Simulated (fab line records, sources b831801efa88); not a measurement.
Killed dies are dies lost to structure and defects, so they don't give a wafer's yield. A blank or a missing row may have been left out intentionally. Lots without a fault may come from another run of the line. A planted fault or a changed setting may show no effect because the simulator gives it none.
Which tool did it? ; flow sfq_line ; route of 325 steps, sampled at 1 step: 14 lots, 42 wafers

WHAT THE GAUGES READ, wafer by wafer
No reading from a measuring or inspecting step in the record can be judged against a usual standard deviation.

WHICH TOOL RAN EACH LOT (tool, then ch and the chambers of the sampled wafers, then the start)
lot;SFQ_TRILAYER_I0_VIA_LITHO_COAT_036
L114;litho_track-01 ch 0, day 12 13:05
L115;litho_track-02 ch 0, day 13 01:13
L117;litho_track-02 ch 0, day 13 19:16
L118;litho_track-02 ch 0, day 14 02:59
L119;litho_track-01 ch 0, day 14 11:56
L124;litho_track-01 ch 0, day 15 12:31
L125;litho_track-03 ch 0, day 15 20:41
L127;litho_track-01 ch 0, day 16 16:15
L128;litho_track-03 ch 0, day 17 09:44
L130;litho_track-02 ch 0, day 18 17:17
L134;litho_track-01 ch 0, day 20 04:50
L135;litho_track-03 ch 0, day 20 11:59
L136;litho_track-01 ch 0, day 20 21:38
L137;litho_track-02 ch 0, day 21 04:53
- SFQ_TRILAYER_I0_VIA_LITHO_COAT_036: resist thk 62 nm.

WHAT THE TOOLS THEMSELVES READ (means of the sampled wafers that have a number; where no wafer has one, the mark that the record gives instead)
SFQ_TRILAYER_I0_VIA_LITHO_COAT_036. Usual: 2999.7 rpm for spin_speed_rpm, sd 2.3.
lot;tool;spin_speed_rpm (rpm);flag
L114;litho_track-01;2999.4;
L115;litho_track-02;3001.5;
L117;litho_track-02;2998.4;
L118;litho_track-02;2996.0;
L119;litho_track-01;3000.1;
L124;litho_track-01;3000.5;
L125;litho_track-03;2999.5;
L127;litho_track-01;3001.6;
L128;litho_track-03;3000.9;
L130;litho_track-02;3001.2;
L134;litho_track-01;2839.8;OFF
L135;litho_track-03;2999.0;
L136;litho_track-01;2842.2;OFF
L137;litho_track-02;2998.5;

THE ANSWER, worked out from the rows above alone
Rule: a lot is off if the mean of its wafers that have a number lies more than 3 standard deviations from the usual mean. Also off: a lot with no number at a reading for which 4 or more lots have one. All remaining lots with rows at the step are treated as sound. After the gauges, taken in route order, come the tools' own readings; for these a lot's mean is taken, as printed above. At the first step where some lot is off, the reading lying furthest off is the one used; lots without a number count as furthest.
Off: L134, L136, at SFQ_TRILAYER_I0_VIA_LITHO_COAT_036 (spin_speed_rpm).
A tool fits if, at that step or a process step before it, it ran every lot that is off, and no sound lot after the first of them. One candidate fits, namely litho_track-01 at SFQ_TRILAYER_I0_VIA_LITHO_COAT_036. A fault onset in the window from L127 (day 16 16:15, its last sound lot) to L134 (day 20 04:50, its first lot off) fits.
The tool's own readings at SFQ_TRILAYER_I0_VIA_LITHO_COAT_036 bear it out: on the lots that are off they differ by more than 5 times the standard deviation of the sound lots' means. spin_speed_rpm reads 2841.0 rpm there against 2999.7 rpm on the sound lots.

WHAT THE SIMULATOR HAD PUT IN
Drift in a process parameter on litho_track-01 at SFQ_TRILAYER_I0_VIA_LITHO_COAT_036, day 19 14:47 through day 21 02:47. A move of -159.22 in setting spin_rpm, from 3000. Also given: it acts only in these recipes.
Shown lots that were struck: L134, L136. The rule above found the same.
